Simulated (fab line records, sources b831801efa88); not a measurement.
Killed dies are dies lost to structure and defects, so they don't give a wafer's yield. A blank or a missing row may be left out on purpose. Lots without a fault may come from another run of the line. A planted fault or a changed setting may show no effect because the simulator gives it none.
Which tool did it? | flow gf180mcu | 12 lots, 36 wafers sampled, at 5 steps of a route of 602

WHAT THE GAUGES READ, wafer by wafer
GF_VT_IMPLANT_OVL_MEAS_18.
lot  | measured     | on         | VT_IMPLANT_01_OVL (nm)
L826 | day 6 08:02  | overlay-01 | -0.3 -0.2 1.3
L827 | day 6 14:37  | overlay-01 | -0.9 0.5 -0.4
L829 | day 7 01:42  | overlay-01 | 0.0 0.5 0.5
L830 | day 7 06:50  | overlay-01 | -0.7 -1.9 -2.4
L831 | day 7 13:54  | overlay-02 | -0.4 1.6 1.0
L833 | day 8 04:19  | overlay-02 | 1.4 1.6 0.2
L834 | day 8 08:55  | overlay-01 | 0.3 1.6 1.5
L837 | day 9 03:52  | overlay-01 | - - -
L838 | day 9 09:54  | overlay-01 | -0.6 -2.4 -1.8
L845 | day 11 06:28 | overlay-01 | 0.1 -0.9 -1.3
L846 | day 11 10:35 | overlay-02 | -1.5 0.2 -0.2
L848 | day 12 09:19 | overlay-02 | 2.4 1.3 0.9

GF_VT_IMPLANT_TW_MEAS_21.
lot  | measured     | on            | VT_IMPLANT_2_TW
L826 | day 6 08:20  | film_metro-04 | 1230 1234 1228
L827 | day 6 14:55  | film_metro-01 | 1212 1208 1207
L829 | day 7 01:59  | film_metro-01 | 1220 1216 1220
L830 | day 7 07:13  | film_metro-04 | 1231 1231 1236
L831 | day 7 14:11  | film_metro-04 | 1227 1238 1235
L833 | day 8 04:36  | film_metro-01 | 1217 1217 1209
L834 | day 8 09:13  | film_metro-01 | 1216 1213 1209
L837 | day 9 04:10  | film_metro-01 | 30 30 30
L838 | day 9 10:11  | film_metro-04 | 1223 1231 1231
L845 | day 11 06:46 | film_metro-04 | 1224 1232 1230
L846 | day 11 10:55 | film_metro-01 | 1218 1214 1222
L848 | day 12 09:37 | film_metro-01 | 1223 1224 1226

GF_CONTACT_CD_MEAS_14: target cd 220 nm.
lot  | measured     | on        | cd_nm (nm)
L826 | day 16 02:27 | cd_sem-02 | 220.3 220.2 221.1
L827 | day 16 19:34 | cd_sem-01 | 220.9 221.3 222.1
L829 | day 17 03:49 | cd_sem-02 | 223.5 221.9 221.7
L830 | day 17 11:11 | cd_sem-02 | 218.0 217.2 217.1
L831 | day 18 02:55 | cd_sem-02 | 221.7 219.9 219.0
L833 | day 18 22:22 | cd_sem-02 | 219.5 217.6 218.9
L834 | day 19 05:13 | cd_sem-02 | 218.7 219.0 218.7
L838 | day 20 11:58 | cd_sem-01 | 220.3 218.6 219.5
L845 | day 22 18:55 | cd_sem-01 | 219.4 220.5 221.0
L846 | day 23 04:35 | cd_sem-02 | 222.1 222.1 221.4
L848 | day 24 09:42 | cd_sem-01 | 219.0 219.3 219.3

WHICH TOOL RAN EACH LOT (tool, then ch and the chambers of the sampled wafers, then the start)
lot  | GF_VT_IMPLANT_EXPOSE_15             | GF_SALICIDE_RTA_08
L826 | iline_stepper-02 ch 0, day 6 00:34  | rtp_anneal-02 ch 0, day 15 03:31
L827 | iline_stepper-02 ch 0, day 6 07:00  | rtp_anneal-01 ch 0, day 15 20:17
L829 | iline_stepper-02 ch 0, day 6 18:07  | rtp_anneal-01 ch 0, day 16 04:36
L830 | iline_stepper-01 ch 0, day 7 00:04  | rtp_anneal-02 ch 0, day 16 12:10
L831 | iline_stepper-01 ch 0, day 7 06:19  | rtp_anneal-01 ch 0, day 17 03:17
L833 | iline_stepper-01 ch 0, day 7 20:30  | rtp_anneal-02 ch 0, day 17 21:23
L834 | iline_stepper-02 ch 0, day 8 00:53  | rtp_anneal-02 ch 0, day 18 03:56
L837 | iline_stepper-02 ch 0, day 8 19:51  | -
L838 | iline_stepper-01 ch 0, day 9 01:17  | rtp_anneal-02 ch 0, day 19 10:41
L845 | iline_stepper-01 ch 0, day 10 21:33 | rtp_anneal-02 ch 0, day 21 18:35
L846 | iline_stepper-02 ch 0, day 11 02:16 | rtp_anneal-02 ch 0, day 22 04:02
L848 | iline_stepper-02 ch 0, day 12 00:21 | rtp_anneal-02 ch 0, day 23 10:28
- GF_VT_IMPLANT_EXPOSE_15: exposes mask Nwell LV AREA, target cd 860 nm.
- GF_SALICIDE_RTA_08: time 30 s.

WHAT THE TOOLS THEMSELVES READ (means of the sampled wafers that have a number; where no wafer has one, the mark that the record gives instead)
GF_VT_IMPLANT_EXPOSE_15.
lot  | tool             | exposure_dose_mJ_cm2 | reticle_temp_C (C) | stage_vel_mm_s (mm/s)
L826 | iline_stepper-02 | 139.95               | 22.95              | 500.12
L827 | iline_stepper-02 | 140.10               | 22.86              | 500.06
L829 | iline_stepper-02 | 139.99               | 22.96              | 500.17
L830 | iline_stepper-01 | 140.04               | 22.97              | 500.18
L831 | iline_stepper-01 | 140.06               | 22.90              | 500.01
L833 | iline_stepper-01 | 139.96               | 22.97              | 500.08
L834 | iline_stepper-02 | 140.05               | 22.90              | 500.17
L837 | iline_stepper-02 | 140.20               | 22.89              | 500.14
L838 | iline_stepper-01 | 140.15               | 23.05              | 499.90
L845 | iline_stepper-01 | 139.87               | 22.95              | 500.17
L846 | iline_stepper-02 | 139.99               | 22.97              | 500.33
L848 | iline_stepper-02 | 139.95               | 23.10              | 500.07

GF_SALICIDE_RTA_08.
lot  | tool          | lamp_power_pct (%) | wafer_temp_C_max
L826 | rtp_anneal-02 | 17.9               | 803.9
L827 | rtp_anneal-01 | 15.6               | 802.6
L829 | rtp_anneal-01 | 15.6               | 803.2
L830 | rtp_anneal-02 | 17.9               | 803.9
L831 | rtp_anneal-01 | 15.6               | 802.8
L833 | rtp_anneal-02 | 17.9               | 803.8
L834 | rtp_anneal-02 | 17.9               | 803.4
L838 | rtp_anneal-02 | 17.9               | 802.8
L845 | rtp_anneal-02 | 17.9               | 803.9
L846 | rtp_anneal-02 | 17.9               | 803.7
L848 | rtp_anneal-02 | 17.9               | 803.6

THE ANSWER, worked out from the rows above alone
Rule: what is usual is taken from the lots themselves. Put in order of their means at a reading, lots are off if they are a third of the lots or fewer, leave a main group of 4 or more, and stand apart from it by a gap of 3 or more times the standard deviation of the main group's means; of several such gaps the widest counts. A main group whose means are all the same, to the digits that the tables above print for the reading, isn't used. A lot without any number at a reading at which 4 lots or more have one is off too. The other lots that the step has rows for count as sound. The gauges are gone through in route order, then the tools' own readings, and for those a lot's mean is taken as printed above. The first step at which some lot is off is used, and at that step the reading that is off furthest; a lot without a number counts as furthest.
Off: L837, at GF_VT_IMPLANT_OVL_MEAS_18 (VT_IMPLANT_01_OVL). Without a number there: L837. The main group: mean 0.0 nm, standard deviation 1.
A tool fits if, at a process step before that reading, it ran every lot that is off, and no sound lot after the first of them. The gauges at GF_VT_IMPLANT_OVL_MEAS_18 aren't tried: what is off there is off at GF_VT_IMPLANT_TW_MEAS_21 too, on other tools, and a gauge's error can't cause that. None of those tried fits.

WHAT THE SIMULATOR HAD PUT IN
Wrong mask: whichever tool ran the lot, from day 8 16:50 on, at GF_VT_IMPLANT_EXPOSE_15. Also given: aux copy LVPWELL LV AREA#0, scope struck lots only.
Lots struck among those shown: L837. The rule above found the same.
